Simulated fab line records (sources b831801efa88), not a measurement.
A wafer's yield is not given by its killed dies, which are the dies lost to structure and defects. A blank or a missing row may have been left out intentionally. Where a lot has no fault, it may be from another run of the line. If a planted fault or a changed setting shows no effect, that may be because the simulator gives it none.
Check of tool commonality -- flow sfq-line -- Sampled: 14 lots, 42 wafers

REASON IT WAS OPENED
SFQ_M4_RS_MEAS_924, reading M4_NB_RS: flagged on 2 of 14 lots. No-fault wafers: 0.888 ohm/sq, standard deviation 0.011.
Rule: a lot is flagged in two cases, either no wafer of it has a number, or all its wafers with numbers fall more than 4 standard deviations from that mean. As for the other lots, they are considered sound.

lot,measured,on,"M4_NB_RS (ohm/sq), wafer by wafer",flag
L838,day 49 12:45,film-metro-03,0.879 0.877 0.888,
L840,day 49 19:56,film-metro-03,0.891 0.889 0.887,
L842,day 50 00:46,film-metro-02,0.883 0.885 0.884,
L843,day 50 04:28,film-metro-02,0.896 0.907 0.895,
L844,day 50 05:43,film-metro-04,0.898 0.900 0.918,
L845,day 50 08:04,film-metro-02,0.881 0.873 0.867,
L846,day 50 10:28,film-metro-03,0.888 0.890 0.894,
L850,day 50 23:11,film-metro-02,0.903 0.891 0.904,
L851,day 50 23:47,film-metro-04,0.879 0.886 0.882,
L852,day 51 00:59,film-metro-02,0.889 0.891 0.891,
L853,day 51 04:35,film-metro-04,0.899 0.883 0.908,
L856,day 51 08:11,film-metro-03,0.814 0.823 0.807,FLAGGED
L860,day 52 10:44,film-metro-02,0.888 0.877 0.885,
L861,day 52 13:06,film-metro-02,0.820 0.807 0.824,FLAGGED
The mean of the flagged lots' numbers is 0.816 ohm/sq, -0.072 ohm/sq from the usual (-7 standard deviations).

WHICH TOOL RAN EACH LOT
The record holds 1 process step before the reading, out of a route of 325 steps. Cell contents, in order: the tool; ch with the chambers the sampled wafers went through; the start.
lot,flag,SFQ_TRILAYER_M4_DEP_SPUTTER_091
L838,,"pvd-sputter-06, day 49 12:38"
L840,,"pvd-sputter-04, day 49 19:50"
L842,,"pvd-sputter-04, day 50 00:38"
L843,,"pvd-sputter-06, day 50 04:22"
L844,,"pvd-sputter-03, day 50 05:34"
L845,,"pvd-sputter-04, day 50 07:58"
L846,,"pvd-sputter-06, day 50 10:22"
L850,,"pvd-sputter-03, day 50 23:05"
L851,,"pvd-sputter-04, day 50 23:41"
L852,,"pvd-sputter-06, day 51 00:53"
L853,,"pvd-sputter-03, day 51 04:29"
L856,FLAGGED,"pvd-sputter-03, day 51 08:05"
L860,,"pvd-sputter-06, day 52 10:37"
L861,FLAGGED,"pvd-sputter-03, day 52 13:01"
What the steps here do:
- SFQ_TRILAYER_M4_DEP_SPUTTER_091: material Nb, target thk 200 nm, time 133.3 s.
- SFQ_M4_RS_MEAS_924: measures by four-point-probe.

FLAGGED AGAINST TOTAL, ONE TOOL AT A TIME (gauges that did the reading follow at the end)
step,tool,lots run,flagged,share of the flagged lots,sound lots run after its first flagged lot
SFQ_TRILAYER_M4_DEP_SPUTTER_091,pvd-sputter-03,5,2,all,0
SFQ_TRILAYER_M4_DEP_SPUTTER_091,pvd-sputter-04,4,0,none,-
SFQ_TRILAYER_M4_DEP_SPUTTER_091,pvd-sputter-06,5,0,none,-
SFQ_M4_RS_MEAS_924,film-metro-02,7,1,some,0
SFQ_M4_RS_MEAS_924,film-metro-03,4,1,some,0
SFQ_M4_RS_MEAS_924,film-metro-04,3,0,none,-

WHAT THE TABLE ALLOWS
In the table, 1 row covers all flagged lots: pvd-sputter-03 at SFQ_TRILAYER_M4_DEP_SPUTTER_091.
- pvd-sputter-03 at SFQ_TRILAYER_M4_DEP_SPUTTER_091: 2 of its 5 lots flagged. Last sound lot L853 at day 51 04:29, first flagged lot L856 at day 51 08:05; a fault beginning in between fits. Its own readings (cathode-dc-power-W) fall more than 4 standard deviations out on all wafers of the flagged lots.
Left over: one tool, pvd-sputter-03 at SFQ_TRILAYER_M4_DEP_SPUTTER_091.

WHAT THE SIMULATOR PUT IN
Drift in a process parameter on pvd-sputter-03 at SFQ_TRILAYER_M4_DEP_SPUTTER_091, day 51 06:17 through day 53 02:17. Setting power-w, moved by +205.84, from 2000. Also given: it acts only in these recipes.
Shown lots that were struck: L856, L861. The rule given above showed the same thing.
